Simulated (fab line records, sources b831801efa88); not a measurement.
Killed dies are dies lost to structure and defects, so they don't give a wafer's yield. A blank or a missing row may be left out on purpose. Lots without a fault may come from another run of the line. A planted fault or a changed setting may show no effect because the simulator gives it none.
One fault seen from 2 desks | flow gf180mcu | each desk has only its own numbers; what lay behind them comes last

THE TOOL OWNER'S DESK: pvd_sputter-02
The tool's own readings at GF_MIM_SPUTTER_01 (material TiN, target thk 30 nm, time 25 s): means of the sampled wafers that have a number, for each lot that ran on this tool. A lot is out of limits, marked OUT, if its mean lies more than 4 standard deviations from the usual mean; the brackets give that distance.
Columns: A = cathode_dc_power_W at GF_MIM_SPUTTER_01, usual 6500.1 W; B = throttle_valve_pct at GF_MIM_SPUTTER_01, usual 30.5 %
lot  | first seen here | A      | B
L134 | day 24 07:23    | 6499.6 | 30.5
L135 | day 24 13:33    | 6499.9 | 31.1
L136 | day 25 13:38    | 6499.0 | 31.0
L137 | day 25 14:00    | 6499.6 | 30.5
L139 | day 26 03:35    | 6500.9 | 31.1
L140 | day 26 09:49    | 6499.9 | 30.4
L143 | day 27 14:09    | 6500.8 | 30.8
L148 | day 29 07:07    | 6499.9 | 30.4
This desk's finding: nothing out of limits on any of the 8 lots.

THE METROLOGY DESK
What the gauges read, lot by lot, whatever tool the lot ran on: means of the sampled wafers that have a number. A lot is out of limits, marked OUT, if its mean lies more than 4 standard deviations from the usual mean; the brackets give that distance.
Columns: A = TOP_METAL_ALCU_THK at GF_TOP_METAL_THK_MEAS_06, usual 896 nm; B = PASSIVATION_CVD_00_THK at GF_PASSIVATION_THK_MEAS_01, usual 1002 nm
lot  | first seen here | A   | B
L134 | day 27 04:01    | 889 | 1009
L135 | day 27 08:51    | 894 | 992
L136 | day 28 06:47    | 895 | 1029
L137 | day 28 08:20    | 898 | 993
L139 | day 28 19:58    | 902 | 1012
L140 | day 29 01:26    | 893 | 993
L142 | day 29 14:22    | 891 | 1017
L143 | day 30 03:16    | 886 | 1019
L144 | day 30 10:05    | 889 | 993
L148 | day 31 17:04    | 920 | 996
L155 | day 33 04:03    | 874 | 1011
L156 | day 33 10:22    | 892 | 1005
L157 | day 33 15:44    | 911 | 994
This desk's finding: nothing out of limits on any of the 13 lots.

PUT TOGETHER
The tool owner's desk saw nothing out of limits.
The metrology desk saw nothing out of limits.

WHAT THE SIMULATOR HAD PUT IN
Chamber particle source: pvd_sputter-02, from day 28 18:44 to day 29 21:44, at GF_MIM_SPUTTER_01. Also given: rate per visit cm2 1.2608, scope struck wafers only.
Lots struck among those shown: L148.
